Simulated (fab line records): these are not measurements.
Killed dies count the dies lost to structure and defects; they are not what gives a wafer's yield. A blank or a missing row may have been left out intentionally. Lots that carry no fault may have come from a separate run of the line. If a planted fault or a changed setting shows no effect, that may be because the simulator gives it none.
Problem report, 8D (eight disciplines) form, completed by code ; flow gf180mcu ; the parts of the form that need people (team, actions taken, sign-off) are left out

## 1. PROBLEM STATEMENT
Wafers without a fault read 128.2 s, standard deviation 0.43; run_length_s at GF_HV_LDD_ETCHBACK_58 reads a mean of 124.7 s on 2 wafers belonging to 2 lots. Measured from the usual mean, that is -8.1 standard deviations.
The step: etches Si3N4 in CH3F/O2, stops on SiO2, time 100 s, target depth 90 nm.
First seen on wafer L697.1, day 14 04:29, on rie_diel-04. The record holds 40 wafers of 14 lots with a number at this step. The rule behind "out" and "out of limits": a value lying over 4 standard deviations away from the usual mean. The rest of the wafers with a number are treated as sound.

## 2. WHAT IT IS, WHAT IT ISN'T
question;is;is not
which readings at this step;run_length_s, oes_product_au;drypump_motor_current_A, throttle_valve_pct
which lots;L697, L700;L694, L695, L696, L704, L708, L709, L710, L711, L712, L713, L714, L715
which wafers of those lots;L697.1, L700.2;L697.6, L700.4
read on which tools;rie_diel-04;rie_diel-01, rie_diel-02
when;from day 14 04:29;"up to then (10 sound wafers); but 28 sound wafers of L700, L704, L708, L709, L710, L711, L712, L713, L714, L715 came after"

## 3. SUSPECTS, AND WHAT RULES EACH OUT
Counting: if a tool at a process step up to the reading ran every lot that is out, it stays a suspect. Sound lots after the first of them don't rule it out here, since some wafers of a struck lot are sound.
- rie_diel-04 at GF_HV_LDD_ETCHBACK_58 (etches Si3N4 in CH3F/O2, stops on SiO2, time 100 s, target depth 90 nm): kept. Ran every lot that is out, first one L697 (day 14 04:29); last sound lot up to then L695 (day 13 12:22). On those wafers its own readings are out: oes_product_au, run_length_s.
Remaining after the count: rie_diel-04 at GF_HV_LDD_ETCHBACK_58.

## 4. THE CAUSE (what the simulator had put in)
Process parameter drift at GF_HV_LDD_ETCHBACK_58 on rie_diel-04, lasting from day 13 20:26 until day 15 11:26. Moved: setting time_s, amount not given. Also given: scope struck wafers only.
After counting, this tool was the only one left.

## 5. THE CHAIN OF EFFECTS, in route order
Each row: a reading where the mean over the struck wafers with a number is more than 3 standard deviations away from the usual. Readings are gone through only where the record gives a usual standard deviation; hours: the median, over the lots, of the time from a lot's start at the first step in this table giving one to that lot's start at this step; sigmas: the change measured in usual standard deviations.
hours;step;reading;usual;on struck wafers;change;sigmas
0;GF_HV_LDD_ETCHBACK_58;oes_product_au;0.843 a.u.;0.872;+0.029;+4.8
0;GF_HV_LDD_ETCHBACK_58;run_length_s;128.2 s;124.7;-3.5;-8.1
Process steps it contains:
- GF_HV_LDD_ETCHBACK_58: etches Si3N4 in CH3F/O2, stops on SiO2, time 100 s, target depth 90 nm.
Later measuring or inspecting steps at which every struck wafer that the step has a row for has a number for every such reading, and none has moved that far: GF_SALICIDE_RS_MEAS_04, GF_CONTACT_BOW_MEAS_05.

## 6. WHAT WOULD HAVE CAUGHT IT SOONER
The fault began at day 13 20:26; the first out-of-limits reading in this record came at day 14 04:29, 8 hours later.
